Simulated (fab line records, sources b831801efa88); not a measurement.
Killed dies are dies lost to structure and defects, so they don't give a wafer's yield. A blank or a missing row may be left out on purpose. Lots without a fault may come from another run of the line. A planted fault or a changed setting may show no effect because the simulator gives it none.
A struck lot beside a sound one | flow sky130 | 25 steps out of a route of 708
Sound: wafers L846.2, L846.4, L846.5. Struck: wafers L847.1, L847.3, L847.5. The cause comes at the end.
At each step with rows: each side's tool, then ch and its chambers, then its first start. Under that, the readings that differ: sound wafers | struck wafers | difference of the means | sigmas: that difference in standard deviations of wafers without a fault.
alike: readings whose means differ by less than 2 such deviations, and words and numbers that are the same on both sides. not compared: withheld readings, readings that some wafer has no value for, bounds like >300 that may hide the same value, and numbers for which the record gives no deviation and whose values overlap.
The two part at a step that has a row with sigmas, a row that says differs or no value, or rows on one side only. Numbers that don't overlap but have no deviation are shown without sigmas and don't part them. A reading that every wafer of one side lacks parts them only if that side has two wafers or more.

first, 3 steps without rows for these wafers: SKY_LOCAL_INTERCONNECT_STRIP_16 (strips in post etch residue remover, time 1200 s); SKY_LOCAL_INTERCONNECT_CLEAN_17 (cleans in IPA, time 180 s); SKY_LOCAL_INTERCONNECT_CLEAN_18 (cleans in O3/DIW).
SKY_CONTACT_CVD_00: deposits Si3N4, target thk 75 nm.
  sound on pecvd-03 ch 2, day 37 08:58; struck on pecvd-02 ch 1,2, day 37 09:23
  alike: heater_power_w
SKY_CONTACT_THK_MEAS_01:
  sound on film_metro-03, day 37 09:02; struck on film_metro-03, day 37 09:26
  alike: CONTACT_CVD_00_THK
then, 1 step without rows for these wafers: SKY_CONTACT_HDPCVD_02 (deposits SiO2, target thk 565 nm, time 94.2 s).
SKY_CONTACT_THK_MEAS_03:
  sound on film_metro-01, day 37 09:09; struck on film_metro-01, day 37 09:33
  alike: CONTACT_HDPCVD_THK
SKY_CONTACT_CMP_04: polishes SiO2.
  sound on cmp-02 ch 1,2,3, day 37 09:15; struck on cmp-01 ch 2,3, day 37 09:37
  alike: motor_current_A, time_to_endpoint_s
SKY_CONTACT_BOW_MEAS_05:
  sound on film_metro-04, day 37 09:31; struck on film_metro-03, day 37 09:55
  alike: CONTACT_BOW
then, 3 steps without rows for these wafers: SKY_CONTACT_DEHYDRATE_06 (time 60 s); SKY_CONTACT_HMDS_07 (prime time 60 s); SKY_CONTACT_COAT_08 (resist thk 60 nm).
SKY_CONTACT_COAT_09: resist thk 450 nm.
  sound on litho_track-04 ch 0, day 37 22:00; struck on litho_track-03 ch 0, day 37 22:00
  reading                                        | sound             | struck            | difference | sigmas
  model.KrF-thick_of_CONTACT_COAT_09.thk_nm (nm) | 446.2 444.6 446.2 | 430.7 429.9 429.2 | -15.7      |
  alike: spin_speed_rpm
then, 4 steps without rows for these wafers: SKY_CONTACT_SOFTBAKE_10 (time 90 s); SKY_CONTACT_EXPOSE_11 (exposes mask CTM1, target cd 170 nm); SKY_CONTACT_PEB_12; SKY_CONTACT_DEVELOP_13 (develop time 60 s).
SKY_CONTACT_CD_MEAS_14: target cd 170 nm.
  sound on cd_sem-02, day 38 10:45; struck on cd_sem-01, day 38 11:28
  alike: cd_nm
SKY_CONTACT_OVL_MEAS_15:
  sound on overlay-01, day 38 10:52; struck on overlay-02, day 38 11:35
  alike: CONTACT_OVL
SKY_CONTACT_ETCH_16: etches BARC in N2/H2, stops on SiO2, time 45.9 s, target depth 60 nm.
  sound on rie_diel-04 ch 1,2,3, day 38 10:53; struck on rie_diel-03 ch 0,1, day 38 11:38
  alike: drypump_motor_current_A, oes_product_au, throttle_valve_pct
  not compared: rf_hours_counter_h
SKY_CONTACT_ETCH_17: etches SiO2 in C4F8/O2/Ar, stops on Si3N4, target depth 340 nm.
  sound on rie_diel-04 ch 1,2,3, day 38 10:56; struck on rie_diel-03 ch 0,1, day 38 11:40
  alike: oes_product_au
SKY_CONTACT_ETCH_18: etches Si3N4 in CHF3/O2, stops on TiN, time 39 s, target depth 75 nm.
  sound on rie_diel-04 ch 1,2,3; struck on rie_diel-03 ch 0,1
  reading                                        | sound             | struck            | difference | sigmas
  model.KrF-thick_of_CONTACT_COAT_09.thk_nm (nm) | 239.2 237.3 238.6 | 224.6 223.4 224.9 | -14.1      |
  alike: drypump_motor_current_A, oes_product_au, throttle_valve_pct
  not compared: rf_hours_counter_h
SKY_CONTACT_STRIP_19: strips in O2/N2.
  sound on plasma_asher-03 ch 0,1, day 38 11:01; struck on plasma_asher-03 ch 0, day 38 11:46
  reading                      | sound             | struck            | difference | sigmas
  strip_time_to_endpoint_s (s) | 3.584 3.541 3.580 | 3.436 3.414 3.420 | -0.145     | -5
  alike: drypump_motor_current_A, oes_product_au
  not compared: rf_hours_counter_h
then, 1 step without rows for these wafers: SKY_CONTACT_STRIP_20 (strips in post etch residue remover, time 1200 s).
-- the record jumps here: 12 days lie between the struck wafers' starts before and after (it left off in module CONTACT and takes up again in module PAD_OPEN, whose first step shown is number 708 of the route) --
SKY_PAD_OPEN_PROBE_99:
  sound on prober-02, day 50 17:21; struck on prober-01, day 50 17:41
  reading         | sound | struck | difference | sigmas
  killed_at_other | 3 1 2 | 0 0 0  | -2         | -4
  alike: killed_at_M0_to_M3, killed_at_M4_up, killed_at_contacts, killed_at_front_end, killed_dies, killed_open, killed_short

WHERE THEY PART
First at SKY_CONTACT_STRIP_19; last, within this record, at SKY_PAD_OPEN_PROBE_99.

WHY: what the simulator had put in
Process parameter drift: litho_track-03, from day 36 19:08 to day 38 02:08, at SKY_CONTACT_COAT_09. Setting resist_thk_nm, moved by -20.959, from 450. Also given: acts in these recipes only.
